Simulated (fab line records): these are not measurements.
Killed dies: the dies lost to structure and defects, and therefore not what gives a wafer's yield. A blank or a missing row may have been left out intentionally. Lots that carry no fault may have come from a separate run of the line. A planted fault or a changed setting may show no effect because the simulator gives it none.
Which tool is to blame? :: flow sky130 :: 15 lots with 45 wafers sampled at 4 steps, on a route of 708 steps

WHAT THE GAUGES SHOWED, per wafer
SKY_SONOS_TUNNEL_TW_MEAS_12. Usual: SONOS_TUNNEL_TW 196.0, standard deviation 1.8.
lot: L585
measured: day 11 12:10
on: film_metro-03
SONOS_TUNNEL_TW: 197.7 197.8 198.2
flag: 

lot: L586
measured: day 11 20:04
on: film_metro-03
SONOS_TUNNEL_TW: 197.9 198.9 198.2
flag: 

lot: L587
measured: day 12 03:43
on: film_metro-04
SONOS_TUNNEL_TW: 193.8 194.7 193.3
flag: 

lot: L589
measured: day 13 02:08
on: film_metro-02
SONOS_TUNNEL_TW: 195.7 196.1 196.1
flag: 

lot: L590
measured: day 13 03:35
on: film_metro-04
SONOS_TUNNEL_TW: 194.1 195.3 196.2
flag: 

lot: L592
measured: day 13 18:29
on: film_metro-03
SONOS_TUNNEL_TW: 196.6 197.4 197.1
flag: 

lot: L594
measured: day 14 08:12
on: film_metro-03
SONOS_TUNNEL_TW: 198.7 198.4 198.4
flag: 

lot: L595
measured: day 14 12:55
on: film_metro-02
SONOS_TUNNEL_TW: 195.9 196.6 195.2
flag: 

lot: L596
measured: day 14 19:25
on: film_metro-04
SONOS_TUNNEL_TW: 193.7 193.9 193.3
flag: 

lot: L597
measured: day 15 07:04
on: film_metro-04
SONOS_TUNNEL_TW: 194.2 194.6 193.0
flag: 

lot: L598
measured: day 15 21:35
on: film_metro-03
SONOS_TUNNEL_TW: 198.9 197.7 198.9
flag: 

lot: L599
measured: day 16 05:07
on: film_metro-03
SONOS_TUNNEL_TW: 198.2 197.8 197.1
flag: 

lot: L600
measured: day 16 09:14
on: film_metro-04
SONOS_TUNNEL_TW: 193.7 193.9 194.3
flag: 

lot: L604
measured: day 17 14:08
on: film_metro-02
SONOS_TUNNEL_TW: 195.9 195.7 195.4
flag: 

lot: L608
measured: day 19 07:02
on: film_metro-02
SONOS_TUNNEL_TW: 194.9 196.2 195.9
flag: 

SKY_LDD_P_OVL_MEAS_08. Usual: LDD_P_OVL -0.9 nm, standard deviation 1.3.
lot: L585
measured: day 19 03:55
on: overlay-01
LDD_P_OVL (nm): 1.5 -1.4 -1.2
flag: 

lot: L586
measured: day 19 12:53
on: overlay-02
LDD_P_OVL (nm): -0.5 -1.4 -0.8
flag: 

lot: L587
measured: day 19 20:25
on: overlay-01
LDD_P_OVL (nm): -2.6 -1.4 -2.1
flag: 

lot: L589
measured: day 21 00:52
on: overlay-01
LDD_P_OVL (nm): -1.0 0.1 0.9
flag: 

lot: L590
measured: day 21 01:10
on: overlay-01
LDD_P_OVL (nm): -2.4 -0.9 -3.0
flag: 

lot: L592
measured: day 21 17:55
on: overlay-02
LDD_P_OVL (nm): 0.5 -0.9 -1.8
flag: 

lot: L594
measured: day 22 14:26
on: overlay-02
LDD_P_OVL (nm): 0.1 -1.4 -1.3
flag: 

lot: L595
measured: day 22 17:53
on: overlay-01
LDD_P_OVL (nm): -0.6 -0.9 0.5
flag: 

lot: L596
measured: day 23 02:38
on: overlay-02
LDD_P_OVL (nm): -0.9 -0.8 -0.5
flag: 

lot: L597
measured: day 23 09:08
on: overlay-02
LDD_P_OVL (nm): -2.2 -1.1 -0.6
flag: 

lot: L598
measured: day 24 04:35
on: overlay-01
LDD_P_OVL (nm): -0.9 -1.2 -0.8
flag: 

lot: L599
measured: day 24 11:56
on: overlay-02
LDD_P_OVL (nm): 0.0 -0.4 -1.3
flag: 

lot: L600
measured: day 24 16:56
on: overlay-01
LDD_P_OVL (nm): 0.6 1.1 1.8
flag: 

lot: L604
measured: day 25 20:47
on: overlay-02
LDD_P_OVL (nm): -0.7 -2.9 -2.7
flag: 

lot: L608
measured: day 27 12:31
on: overlay-02
LDD_P_OVL (nm): -3.5 -1.8 -2.2
flag: 

SKY_LDD_HVN_TW_MEAS_10. Usual: LDD_HVN_TW 1436, standard deviation 9.5.
lot: L585
measured: day 20 11:23
on: film_metro-02
LDD_HVN_TW: 1432 1427 1423
flag: 

lot: L586
measured: day 20 19:59
on: film_metro-02
LDD_HVN_TW: 1420 1416 1426
flag: 

lot: L587
measured: day 21 03:17
on: film_metro-03
LDD_HVN_TW: 1447 1440 1448
flag: 

lot: L589
measured: day 22 08:25
on: film_metro-01
LDD_HVN_TW: 1451 1454 1438
flag: 

lot: L590
measured: day 22 08:52
on: film_metro-02
LDD_HVN_TW: 1426 1429 1431
flag: 

lot: L592
measured: day 23 00:51
on: film_metro-02
LDD_HVN_TW: 1425 1421 1433
flag: 

lot: L594
measured: day 23 20:31
on: film_metro-02
LDD_HVN_TW: 1424 1427 1420
flag: 

lot: L595
measured: day 24 00:22
on: film_metro-03
LDD_HVN_TW: 1442 1441 1439
flag: 

lot: L596
measured: day 24 08:44
on: film_metro-02
LDD_HVN_TW: 1436 1437 1436
flag: 

lot: L597
measured: day 24 15:32
on: film_metro-03
LDD_HVN_TW: 1443 1443 1443
flag: 

lot: L598
measured: day 25 10:20
on: film_metro-02
LDD_HVN_TW: 1432 1442 1427
flag: 

lot: L599
measured: day 25 18:11
on: film_metro-02
LDD_HVN_TW: 1434 1425 1433
flag: 

lot: L600
measured: day 25 23:24
on: film_metro-02
LDD_HVN_TW: 1431 1430 1424
flag: 

lot: L604
measured: day 27 02:15
on: film_metro-02
LDD_HVN_TW: 1431 1431 1436
flag: 

lot: L608
measured: day 28 16:56
on: film_metro-03
LDD_HVN_TW: 1435 1438 1437
flag: 

WHAT TOOL EACH LOT RAN ON (gives the tool, then ch and the chambers of the sampled wafers, and finally the start)
lot: L585
SKY_LDD_N_IMPLANT_08: implanter-04 ch 0, day 17 20:18

lot: L586
SKY_LDD_N_IMPLANT_08: implanter-01 ch 0, day 18 04:54

lot: L587
SKY_LDD_N_IMPLANT_08: implanter-04 ch 0, day 18 11:57

lot: L589
SKY_LDD_N_IMPLANT_08: implanter-01 ch 0, day 19 16:38

lot: L590
SKY_LDD_N_IMPLANT_08: implanter-03 ch 0, day 19 17:14

lot: L592
SKY_LDD_N_IMPLANT_08: implanter-04 ch 0, day 20 09:37

lot: L594
SKY_LDD_N_IMPLANT_08: implanter-03 ch 0, day 21 05:56

lot: L595
SKY_LDD_N_IMPLANT_08: implanter-03 ch 0, day 21 10:52

lot: L596
SKY_LDD_N_IMPLANT_08: implanter-03 ch 0, day 21 18:58

lot: L597
SKY_LDD_N_IMPLANT_08: implanter-03 ch 0, day 22 01:54

lot: L598
SKY_LDD_N_IMPLANT_08: implanter-03 ch 0, day 22 21:18

lot: L599
SKY_LDD_N_IMPLANT_08: implanter-03 ch 0, day 23 04:17

lot: L600
SKY_LDD_N_IMPLANT_08: implanter-01 ch 0, day 23 09:25

lot: L604
SKY_LDD_N_IMPLANT_08: implanter-01 ch 0, day 24 13:44

lot: L608
SKY_LDD_N_IMPLANT_08: implanter-01 ch 0, day 26 06:11
- SKY_LDD_N_IMPLANT_08

WHAT THE TOOLS THEMSELVES READ (means of the sampled wafers that have a number; where no wafer has one, the mark that the record gives instead)
SKY_LDD_N_IMPLANT_08. Usual: dose_ions_cm2 at 7.499e+13, with a standard deviation of 8.5e+10.
lot: L585
tool: implanter-04
dose_ions_cm2: 7.498e+13
flag: 

lot: L586
tool: implanter-01
dose_ions_cm2: 7.499e+13
flag: 

lot: L587
tool: implanter-04
dose_ions_cm2: 7.501e+13
flag: 

lot: L589
tool: implanter-01
dose_ions_cm2: 7.499e+13
flag: 

lot: L590
tool: implanter-03
dose_ions_cm2: 7.508e+13
flag: 

lot: L592
tool: implanter-04
dose_ions_cm2: 7.494e+13
flag: 

lot: L594
tool: implanter-03
dose_ions_cm2: 7.501e+13
flag: 

lot: L595
tool: implanter-03
dose_ions_cm2: 7.494e+13
flag: 

lot: L596
tool: implanter-03
dose_ions_cm2: 7.491e+13
flag: 

lot: L597
tool: implanter-03
dose_ions_cm2: 7.179e+13
flag: OFF

lot: L598
tool: implanter-03
dose_ions_cm2: 7.189e+13
flag: OFF

lot: L599
tool: implanter-03
dose_ions_cm2: 7.204e+13
flag: OFF

lot: L600
tool: implanter-01
dose_ions_cm2: 7.504e+13
flag: 

lot: L604
tool: implanter-01
dose_ions_cm2: 7.508e+13
flag: 

lot: L608
tool: implanter-01
dose_ions_cm2: 7.503e+13
flag: 

THE ANSWER, worked out from the rows above alone
Rule: lot off if the mean of its wafers having a number is beyond 3 standard deviations from the usual mean. Also off: a lot with no number at a reading for which 4 or more lots have one. All remaining lots with rows at the step are treated as sound. After the gauges, taken in route order, come the tools' own readings; for these a lot's mean is taken, as printed above. The first step at which some lot is off is used, and at that step the reading that is off furthest; a lot without a number counts as furthest.
Off, at SKY_LDD_N_IMPLANT_08 on dose_ions_cm2: L597, L598, L599.
A tool fits if, at that step or a process step before it, it ran every lot that is off, and no sound lot after the first of them. One fits: implanter-03 at SKY_LDD_N_IMPLANT_08. A fault onset in the window from L596 (day 21 18:58, its last sound lot) to L597 (day 22 01:54, its first lot off) fits.
On the lots that are off, the tool's own readings at SKY_LDD_N_IMPLANT_08 differ by more than 5 times the standard deviation of the sound lots' means, which bears it out; dose_ions_cm2 reads 7.191e+13 there versus 7.500e+13 on the sound lots.

WHAT THE SIMULATOR PUT IN
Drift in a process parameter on implanter-03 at SKY_LDD_N_IMPLANT_08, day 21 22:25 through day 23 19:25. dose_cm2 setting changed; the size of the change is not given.
Shown lots that were struck: L597, L598, L599. The rule given above showed the same thing.
